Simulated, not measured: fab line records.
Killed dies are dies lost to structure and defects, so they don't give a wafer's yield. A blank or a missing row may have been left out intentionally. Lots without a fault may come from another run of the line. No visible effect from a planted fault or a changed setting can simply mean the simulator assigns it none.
Matching of chambers	flow gf180mcu	rie-diel-03 running GF_CONTACT_ETCH_16: 4 sister chambers
The step etches BARC in N2/H2. 8 wafers are shown with their chamber, then 7 later ones without.

== EACH WAFER AND ITS CHAMBER ==
wafer	chamber	drypump-motor-current-A (A)	oes-product-au (a.u.)
L404.1	1	6.3	0.853
L404.2	3	5.9	0.854
L405.1	1	6.4	0.851
L414.4	0	4.8	0.857
L414.5	2	5.3	0.846
L414.6	3	5.9	0.854
L422.1	0	4.8	0.853
L422.3	2	5.3	0.847

== WAFERS MISSING THEIR CHAMBER ==
wafer	drypump-motor-current-A (A)	oes-product-au (a.u.)
L422.4	4.9	0.859
L423.2	6.3	0.854
L423.4	4.9	0.861
L423.6	4.9	0.847
L425.1	4.9	0.847
L425.4	5.9	0.856
L425.6	5.9	0.853

== WHICH CHAMBER EACH WENT THROUGH ==
wafer	from the rows above	in truth
L422.4	0	0
L423.2	1	1
L423.4	0	0
L423.6	0	0
L425.1	0	0
L425.4	3	3
L425.6	3	3
7 of 7 placed correctly. Can't be placed from these rows: 0. Wrongly placed: 0.
How it was worked out, from the rows above alone: a wafer's distance from a chamber is the root of the sum, over the readings, of the square of ((its reading less the chamber's mean) divided by the reading's scatter). If the next closest chamber is less than 2 further off than the closest, the wafer can't be placed; otherwise it belongs to the closest. Each chamber's mean is taken over the wafers shown for it. How the scatter is found: for the shown wafers, subtract from each reading the mean of its chamber, square and add these, divide the total by (wafers less chambers), then take the root.
